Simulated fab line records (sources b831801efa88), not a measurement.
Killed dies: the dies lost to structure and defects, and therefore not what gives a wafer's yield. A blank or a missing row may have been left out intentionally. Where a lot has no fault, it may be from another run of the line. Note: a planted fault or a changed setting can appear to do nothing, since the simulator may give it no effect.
Which of the tools did it?    flow sky130    6 lots with 18 wafers sampled at 2 steps, on a route of 708 steps

WHAT THE GAUGES SHOWED, per wafer
SKY_VT_ADJUST_HVTP_OVL_MEAS_08.
lot   measured      on          VT_ADJUST_HVTP_OVL (nm)
L557  day 6 10:09   overlay-01  -2.3 -2.4 -2.9
L560  day 7 03:45   overlay-02  1.2 1.1 1.8
L567  day 9 03:43   overlay-02  43.0 42.4 42.4 43.0 42.5 42.2
L572  day 10 06:48  overlay-02  0.3 -2.0 1.1
L576  day 11 06:38  overlay-01  -0.8 -0.7 -0.3
L578  day 11 15:51  overlay-01  -1.1 -0.2 -0.9

EACH LOT AND THE TOOL THAT RAN IT (in order: tool; ch and the chambers of the sampled wafers; start)
lot   SKY_VT_ADJUST_HVTP_EXPOSE_04
L557  iline_stepper-02 ch 0, day 6 00:37
L560  iline_stepper-01 ch 0, day 6 17:56
L567  iline_stepper-02 ch 0, day 8 17:12
L572  iline_stepper-01 ch 0, day 9 20:34
L576  iline_stepper-01 ch 0, day 10 19:53
L578  iline_stepper-01 ch 0, day 11 04:28
- SKY_VT_ADJUST_HVTP_EXPOSE_04: exposes mask HVTPM, target cd 380 nm.

THE ANSWER, worked out from the rows above alone
Rule: the usual values come from the lots themselves. Put in order of their means at a reading, lots are off if they are a third of the lots or fewer, leave a main group of 4 or more, and stand apart from it by a gap of 3 or more times the standard deviation of the main group's means; of several such gaps the widest counts. Not used: any main group whose means are identical at the precision the tables above print for the reading. A lot without any number at a reading at which 4 lots or more have one is off too. All remaining lots with rows at the step are treated as sound.
Off: at SKY_VT_ADJUST_HVTP_OVL_MEAS_08 (VT_ADJUST_HVTP_OVL), L567. For the main group the mean is -0.5 nm and the standard deviation 1.2.
If a tool, at a process step before that reading, ran all the lots that are off and no sound lot after the first of them, it fits. Gauges at SKY_VT_ADJUST_HVTP_OVL_MEAS_08: tried the same way as those tools. One candidate fits, namely iline_stepper-02 at SKY_VT_ADJUST_HVTP_EXPOSE_04. Its last sound lot is L557 (day 6 00:37), its first lot that is off L567 (day 8 17:12): a fault that began between those two fits.

WHAT HAD BEEN PUT IN BY THE SIMULATOR
Scanner matching overlay: iline_stepper-02, from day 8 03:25 on, at SKY_VT_ADJUST_HVTP_EXPOSE_04. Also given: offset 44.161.
Shown lots that were struck: L567. The rule above reached the same finding.
